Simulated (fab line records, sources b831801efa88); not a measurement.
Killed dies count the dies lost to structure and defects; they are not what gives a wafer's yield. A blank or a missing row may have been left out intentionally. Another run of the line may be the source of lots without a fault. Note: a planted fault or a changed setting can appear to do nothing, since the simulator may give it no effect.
A lot that was struck, set against a sound lot :: flow sky130 :: 16 out of 708 route steps
Sound: wafers L679.3, L679.4, L679.6. Struck: wafers L693.3, L693.4. (L693.5 of the same lot was not struck and is left out.) The cause comes at the end.
At each step with rows: each side's tool, then ch and its chambers, then its first start. Under that, the readings that differ: sound wafers :: struck wafers :: difference of the means :: sigmas: that difference in standard deviations of wafers without a fault.
alike: a reading whose means differ by less than 2 such deviations, as well as words and numbers matching on both sides. not compared: withheld readings; readings where some wafer has no value; bounds like >300 that might hide an equal value; numbers whose values overlap and for which the record gives no deviation.
The two part at a step that has a row with sigmas, a row that says differs or no value, or rows on one side only. Non-overlapping numbers with no deviation appear without sigmas and do not part them. Lack of a reading on every wafer of one side parts them only where that side has two or more wafers.

first, 3 steps without rows for these wafers: SKY_METAL2_EXPOSE_12 (exposes mask MM2, target cd 140 nm); SKY_METAL2_PEB_13; SKY_METAL2_DEVELOP_14 (develop time 60 s).
SKY_METAL2_CD_MEAS_15 targets a cd of 140 nm.
  sound on cdSem-02 at day 37 02:51; struck on cdSem-01 at day 41 00:38
  alike: cdNm
SKY_METAL2_OVL_MEAS_16:
  sound on overlay-02 at day 37 02:56; struck on overlay-02 at day 41 00:44
  alike: METAL2_OVL
SKY_METAL2_DESCUM_17: chemistry O2, time 8 s.
  sound on rieMetal-02 ch 0,1, day 37 02:59; struck on rieMetal-01 ch 0,1, day 41 00:46
  alike: drypumpMotorCurrentA, oesProductAu
  not compared: rfHoursCounterH
SKY_METAL2_ETCH_18: etches BARC in N2/H2, stops on SiO2, time 45.9 s, target depth 60 nm.
  sound on rieMetal-02 ch 0,1, day 37 03:01; struck on rieMetal-01 ch 0,1, day 41 00:48
  alike: drypumpMotorCurrentA, oesProductAu, throttleValvePct
  not compared: rfHoursCounterH
SKY_METAL2_METAL_ETCH_19: etches the open film in Cl2/BCl3, stops on SiO2, target depth 360 nm, time 78 s.
  sound on rieMetal-02 ch 0,1, day 37 03:05; struck on rieMetal-01 ch 0,1, day 41 00:52
  alike: drypumpMotorCurrentA, mfcCl2Sccm, oesProductAu, throttleValvePct
  not compared: rfHoursCounterH
SKY_METAL2_STRIP_20: strips in O2/N2.
  sound on plasmaAsher-04 ch 0,1, day 37 03:11; struck on plasmaAsher-03 ch 0,1, day 41 00:58
  alike: drypumpMotorCurrentA, oesProductAu, stripTimeToEndpointS
  not compared: rfHoursCounterH
then, 3 steps without rows for these wafers: SKY_METAL2_STRIP_21 (strips in post etch residue remover, time 1200 s); SKY_METAL2_CLEAN_22 (cleans in IPA, time 180 s); SKY_METAL2_CLEAN_23 (cleans in O3/DIW).
SKY_VIA2_HDPCVD_00: deposits SiO2, target thk 1180 nm, time 196.7 s.
  sound on hdpcvd-02 ch 1,2, day 37 03:48; struck on hdpcvd-02 ch 0, day 41 01:34
reading: runLengthS (s)
sound: 224.6 225.7 225.0
struck: 274.3 274.7
difference: +49.4
sigmas: +78

reading: model.SiO2_of_VIA2_HDPCVD_00.thkNm (nm)
sound: 1179 1164 1172
struck: 1481 1480
difference: +309
sigmas: 
  alike: pressureMtorr
SKY_VIA2_THK_MEAS_01:
  sound on filmMetro-01 at day 37 03:56; struck on filmMetro-01 at day 41 01:43
reading: VIA2_HDPCVD_THK (nm)
sound: 1178 1165 1172
struck: 1480 1479
difference: +308
sigmas: +26
SKY_VIA2_CMP_02: polishes SiO2.
  sound on cmp-01 ch 0,2,3, day 37 04:02; struck on cmp-01 ch 0,2, day 41 01:45
  alike: motorCurrentA, platenRpm, slurryFilterDpKPa
following that, these wafers have no rows for 1 step: SKY_PAD_OPEN_PROBE_99.

WHERE THEY PART
Last at SKY_VIA2_THK_MEAS_01 as far as this record goes, first at SKY_VIA2_HDPCVD_00. Later steps at which nothing parts them and some readings are alike: SKY_VIA2_CMP_02.

WHY: what the simulator had put in
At SKY_VIA2_HDPCVD_00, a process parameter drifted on hdpcvd-02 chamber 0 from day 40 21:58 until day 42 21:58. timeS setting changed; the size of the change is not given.
